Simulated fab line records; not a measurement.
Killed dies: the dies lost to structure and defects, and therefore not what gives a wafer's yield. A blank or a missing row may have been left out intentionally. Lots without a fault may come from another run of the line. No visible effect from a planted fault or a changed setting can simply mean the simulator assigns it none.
Which tool did it? / flow sky130 / 36 wafers from 12 lots sampled at 6 of the route's 708 steps

WHAT THE GAUGES READ, wafer by wafer
SKY_SD_P_TW_MEAS_11. Usual: SD_P_TW typically reads 2807, with standard deviation 23.
lot=L456; measured=day 25 17:35; on=film-metro-04; SD_P_TW=2792 2788 2784; flag=
lot=L457; measured=day 26 04:50; on=film-metro-04; SD_P_TW=2807 2800 2800; flag=
lot=L458; measured=day 26 10:16; on=film-metro-03; SD_P_TW=2866 2844 2847; flag=
lot=L460; measured=day 27 09:27; on=film-metro-03; SD_P_TW=2835 2827 2836; flag=
lot=L461; measured=day 27 10:17; on=film-metro-02; SD_P_TW=2788 2773 2776; flag=
lot=L462; measured=day 27 22:27; on=film-metro-02; SD_P_TW=2801 2778 2775; flag=
lot=L463; measured=day 28 10:34; on=film-metro-02; SD_P_TW=2799 2791 2795; flag=
lot=L465; measured=day 29 00:44; on=film-metro-04; SD_P_TW=2807 2806 2782; flag=
lot=L467; measured=day 29 19:43; on=film-metro-02; SD_P_TW=2779 2772 2805; flag=
lot=L468; measured=day 30 05:54; on=film-metro-04; SD_P_TW=2802 2815 2797; flag=
lot=L470; measured=day 31 07:28; on=film-metro-02; SD_P_TW=2781 2783 2782; flag=
lot=L472; measured=day 32 02:24; on=film-metro-03; SD_P_TW=2832 2828 2844; flag=

SKY_SD_N_OVL_MEAS_08. Usual: SD_N_OVL typically reads 0.6 nm, with standard deviation 1.5.
lot=L456; measured=day 28 04:16; on=overlay-02; SD_N_OVL (nm)=1.6 -0.9 1.5; flag=
lot=L457; measured=day 28 14:47; on=overlay-02; SD_N_OVL (nm)=0.4 -0.9 -0.6; flag=
lot=L458; measured=day 28 19:23; on=overlay-01; SD_N_OVL (nm)=-0.2 0.5 1.4; flag=
lot=L460; measured=day 29 17:43; on=overlay-02; SD_N_OVL (nm)=2.0 2.9 1.8; flag=
lot=L461; measured=day 29 19:25; on=overlay-01; SD_N_OVL (nm)=0.8 0.9 0.0; flag=
lot=L462; measured=day 30 06:02; on=overlay-02; SD_N_OVL (nm)=0.5 0.8 1.8; flag=
lot=L463; measured=day 30 18:52; on=overlay-01; SD_N_OVL (nm)=-0.6 -1.7 -1.3; flag=
lot=L465; measured=day 31 07:46; on=overlay-02; SD_N_OVL (nm)=2.7 3.2 3.5; flag=
lot=L467; measured=day 32 02:24; on=overlay-02; SD_N_OVL (nm)=2.6 1.0 0.7; flag=
lot=L468; measured=day 32 12:20; on=overlay-02; SD_N_OVL (nm)=-0.1 -1.5 -0.6; flag=
lot=L470; measured=day 33 13:52; on=overlay-02; SD_N_OVL (nm)=1.2 -0.1 -0.8; flag=
lot=L472; measured=day 34 08:03; on=overlay-01; SD_N_OVL (nm)=-0.4 0.6 -0.3; flag=

SKY_SD_N_RS_MEAS_16: measures by four-point-probe. Usual: SD_N_RS typically reads 68.54 ohm/sq, with standard deviation 0.13.
lot=L456; measured=day 28 04:59; on=film-metro-04; SD_N_RS (ohm/sq)=68.65 68.68 68.56; flag=
lot=L457; measured=day 28 15:31; on=film-metro-02; SD_N_RS (ohm/sq)=68.72 68.60 68.77; flag=
lot=L458; measured=day 28 20:07; on=film-metro-04; SD_N_RS (ohm/sq)=68.68 68.57 68.49; flag=
lot=L460; measured=day 29 18:27; on=film-metro-04; SD_N_RS (ohm/sq)=68.67 68.80 68.67; flag=
lot=L461; measured=day 29 20:08; on=film-metro-03; SD_N_RS (ohm/sq)=68.45 68.39 68.58; flag=
lot=L462; measured=day 30 06:46; on=film-metro-04; SD_N_RS (ohm/sq)=68.40 68.36 68.41; flag=
lot=L463; measured=day 30 19:36; on=film-metro-03; SD_N_RS (ohm/sq)=68.32 68.33 68.50; flag=
lot=L465; measured=day 31 08:29; on=film-metro-03; SD_N_RS (ohm/sq)=68.41 68.27 68.51; flag=
lot=L467; measured=day 32 03:10; on=film-metro-04; SD_N_RS (ohm/sq)=68.59 68.55 68.58; flag=
lot=L468; measured=day 32 13:06; on=film-metro-02; SD_N_RS (ohm/sq)=68.57 68.60 68.57; flag=
lot=L470; measured=day 33 14:37; on=film-metro-02; SD_N_RS (ohm/sq)=66.78 66.80 66.86; flag=OFF
lot=L472; measured=day 34 08:50; on=film-metro-02; SD_N_RS (ohm/sq)=66.57 66.60 66.79; flag=OFF

SKY_SD_N_RS_MEAS_17: measures by four-point-probe. Usual: SD_P_RS typically reads 147.0 ohm/sq, with standard deviation 0.41.
lot=L456; measured=day 28 05:06; on=film-metro-04; SD_P_RS (ohm/sq)=147.2 146.9 146.7; flag=
lot=L457; measured=day 28 15:38; on=film-metro-02; SD_P_RS (ohm/sq)=147.6 147.5 146.9; flag=
lot=L458; measured=day 28 20:14; on=film-metro-04; SD_P_RS (ohm/sq)=147.1 147.0 146.8; flag=
lot=L460; measured=day 29 18:34; on=film-metro-04; SD_P_RS (ohm/sq)=147.6 147.9 147.5; flag=
lot=L461; measured=day 29 20:16; on=film-metro-03; SD_P_RS (ohm/sq)=146.8 146.5 146.8; flag=
lot=L462; measured=day 30 06:53; on=film-metro-04; SD_P_RS (ohm/sq)=147.0 146.7 146.7; flag=
lot=L463; measured=day 30 19:43; on=film-metro-03; SD_P_RS (ohm/sq)=147.0 146.7 146.7; flag=
lot=L465; measured=day 31 08:37; on=film-metro-03; SD_P_RS (ohm/sq)=146.8 146.5 147.0; flag=
lot=L467; measured=day 32 03:17; on=film-metro-04; SD_P_RS (ohm/sq)=146.9 146.8 146.8; flag=
lot=L468; measured=day 32 13:13; on=film-metro-02; SD_P_RS (ohm/sq)=146.9 147.4 147.0; flag=
lot=L470; measured=day 33 14:44; on=film-metro-02; SD_P_RS (ohm/sq)=138.1 138.1 138.4; flag=OFF
lot=L472; measured=day 34 08:57; on=film-metro-02; SD_P_RS (ohm/sq)=137.6 137.4 137.9; flag=OFF

EACH LOT AND THE TOOL THAT RAN IT (in order: tool; ch and the chambers of the sampled wafers; start)
lot=L456; SKY_POLY_CUT_STRIP_12=plasma-asher-03 ch 0,1, day 24 11:46; SKY_SD_N_RTA_14=rtp-anneal-02 ch 0, day 28 04:48
lot=L457; SKY_POLY_CUT_STRIP_12=plasma-asher-02 ch 0,1, day 24 23:13; SKY_SD_N_RTA_14=rtp-anneal-01 ch 0, day 28 15:20
lot=L458; SKY_POLY_CUT_STRIP_12=plasma-asher-02 ch 1, day 25 04:40; SKY_SD_N_RTA_14=rtp-anneal-02 ch 0, day 28 19:56
lot=L460; SKY_POLY_CUT_STRIP_12=plasma-asher-03 ch 0, day 26 04:01; SKY_SD_N_RTA_14=rtp-anneal-02 ch 0, day 29 18:16
lot=L461; SKY_POLY_CUT_STRIP_12=plasma-asher-02 ch 0,1, day 26 05:02; SKY_SD_N_RTA_14=rtp-anneal-01 ch 0, day 29 19:58
lot=L462; SKY_POLY_CUT_STRIP_12=plasma-asher-02 ch 0,1, day 26 17:47; SKY_SD_N_RTA_14=rtp-anneal-02 ch 0, day 30 06:35
lot=L463; SKY_POLY_CUT_STRIP_12=plasma-asher-02 ch 0, day 27 05:14; SKY_SD_N_RTA_14=rtp-anneal-01 ch 0, day 30 19:25
lot=L465; SKY_POLY_CUT_STRIP_12=plasma-asher-03 ch 0,1, day 27 19:25; SKY_SD_N_RTA_14=rtp-anneal-01 ch 0, day 31 08:19
lot=L467; SKY_POLY_CUT_STRIP_12=plasma-asher-03 ch 0,1, day 28 15:17; SKY_SD_N_RTA_14=rtp-anneal-01 ch 0, day 32 02:58
lot=L468; SKY_POLY_CUT_STRIP_12=plasma-asher-04 ch 0,1, day 29 01:55; SKY_SD_N_RTA_14=rtp-anneal-02 ch 0, day 32 12:55
lot=L470; SKY_POLY_CUT_STRIP_12=plasma-asher-03 ch 0,1, day 30 03:18; SKY_SD_N_RTA_14=rtp-anneal-01 ch 0, day 33 14:25
lot=L472; SKY_POLY_CUT_STRIP_12=plasma-asher-04 ch 0,1, day 30 22:14; SKY_SD_N_RTA_14=rtp-anneal-01 ch 0, day 34 08:39
- SKY_POLY_CUT_STRIP_12: strips in O2/N2.
- SKY_SD_N_RTA_14: time 2 s.

WHAT THE TOOLS THEMSELVES READ (means of the sampled wafers that have a number; where no wafer has one, the mark that the record gives instead)
SKY_POLY_CUT_STRIP_12. Usual: drypump-motor-current-A 5.9 A, standard deviation 0.35; oes-product-au 0.453 a.u., standard deviation 0.0049; strip-time-to-endpoint-s 5.351 s, standard deviation 0.015.
lot=L456; tool=plasma-asher-03; drypump-motor-current-A (A)=6.0; oes-product-au (a.u.)=0.462; strip-time-to-endpoint-s (s)=5.374; flag=
lot=L457; tool=plasma-asher-02; drypump-motor-current-A (A)=5.6; oes-product-au (a.u.)=0.452; strip-time-to-endpoint-s (s)=5.348; flag=
lot=L458; tool=plasma-asher-02; drypump-motor-current-A (A)=6.1; oes-product-au (a.u.)=0.451; strip-time-to-endpoint-s (s)=5.348; flag=
lot=L460; tool=plasma-asher-03; drypump-motor-current-A (A)=6.5; oes-product-au (a.u.)=0.450; strip-time-to-endpoint-s (s)=5.358; flag=
lot=L461; tool=plasma-asher-02; drypump-motor-current-A (A)=5.8; oes-product-au (a.u.)=0.451; strip-time-to-endpoint-s (s)=5.352; flag=
lot=L462; tool=plasma-asher-02; drypump-motor-current-A (A)=5.8; oes-product-au (a.u.)=0.453; strip-time-to-endpoint-s (s)=5.360; flag=
lot=L463; tool=plasma-asher-02; drypump-motor-current-A (A)=5.3; oes-product-au (a.u.)=0.450; strip-time-to-endpoint-s (s)=5.349; flag=
lot=L465; tool=plasma-asher-03; drypump-motor-current-A (A)=6.3; oes-product-au (a.u.)=0.458; strip-time-to-endpoint-s (s)=5.345; flag=
lot=L467; tool=plasma-asher-03; drypump-motor-current-A (A)=6.0; oes-product-au (a.u.)=0.454; strip-time-to-endpoint-s (s)=5.350; flag=
lot=L468; tool=plasma-asher-04; drypump-motor-current-A (A)=5.8; oes-product-au (a.u.)=0.452; strip-time-to-endpoint-s (s)=5.348; flag=
lot=L470; tool=plasma-asher-03; drypump-motor-current-A (A)=6.3; oes-product-au (a.u.)=0.451; strip-time-to-endpoint-s (s)=5.349; flag=
lot=L472; tool=plasma-asher-04; drypump-motor-current-A (A)=5.8; oes-product-au (a.u.)=0.453; strip-time-to-endpoint-s (s)=5.344; flag=

SKY_SD_N_RTA_14. Usual: lamp-power-pct 15.74 %, standard deviation 0.054; wafer_temp_C_max 1078.1, standard deviation 1.5.
lot=L456; tool=rtp-anneal-02; lamp-power-pct (%)=15.78; wafer_temp_C_max=1079.0; flag=
lot=L457; tool=rtp-anneal-01; lamp-power-pct (%)=15.76; wafer_temp_C_max=1077.9; flag=
lot=L458; tool=rtp-anneal-02; lamp-power-pct (%)=15.74; wafer_temp_C_max=1077.5; flag=
lot=L460; tool=rtp-anneal-02; lamp-power-pct (%)=15.70; wafer_temp_C_max=1078.3; flag=
lot=L461; tool=rtp-anneal-01; lamp-power-pct (%)=15.79; wafer_temp_C_max=1077.2; flag=
lot=L462; tool=rtp-anneal-02; lamp-power-pct (%)=15.71; wafer_temp_C_max=1078.4; flag=
lot=L463; tool=rtp-anneal-01; lamp-power-pct (%)=15.77; wafer_temp_C_max=1077.3; flag=
lot=L465; tool=rtp-anneal-01; lamp-power-pct (%)=15.77; wafer_temp_C_max=1079.3; flag=
lot=L467; tool=rtp-anneal-01; lamp-power-pct (%)=15.71; wafer_temp_C_max=1078.1; flag=
lot=L468; tool=rtp-anneal-02; lamp-power-pct (%)=15.73; wafer_temp_C_max=1078.4; flag=
lot=L470; tool=rtp-anneal-01; lamp-power-pct (%)=15.83; wafer_temp_C_max=1089.7; flag=OFF
lot=L472; tool=rtp-anneal-01; lamp-power-pct (%)=15.86; wafer_temp_C_max=1088.0; flag=OFF

THE ANSWER, worked out from the rows above alone
Rule: lot off if the mean of its wafers having a number is beyond 3 standard deviations from the usual mean. Also off: a lot with no number at a reading for which 4 or more lots have one. All remaining lots with rows at the step are treated as sound. The gauges are gone through in route order, then the tools' own readings, and for those a lot's mean is taken as printed above. The first step at which some lot is off is used, and at that step the reading that is off furthest; a lot without a number counts as furthest.
Off: L470, L472, seen at SKY_SD_N_RS_MEAS_16 (SD_N_RS).
If a tool, at a process step before that reading, ran all the lots that are off and no sound lot after the first of them, it fits. Not tried: the gauges at SKY_SD_N_RS_MEAS_16; whatever is off there is also off at SKY_SD_N_RTA_14, on other tools, and gauge error can't account for it. One fits: SKY_SD_N_RTA_14 on rtp-anneal-01. Its last sound lot is L467 (day 32 02:58), its first lot that is off L470 (day 33 14:25): a fault that began between those two fits.
The tool's own readings at SKY_SD_N_RTA_14 bear it out: on the lots that are off they differ by more than 5 times the standard deviation of the sound lots' means. wafer_temp_C_max reads 1088.8 there against 1078.1 on the sound lots.

WHAT THE SIMULATOR HAD INSERTED
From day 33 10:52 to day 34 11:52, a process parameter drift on rtp-anneal-01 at SKY_SD_N_RTA_14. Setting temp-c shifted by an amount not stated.
Shown lots that were struck: L470, L472. The rule above found the same.
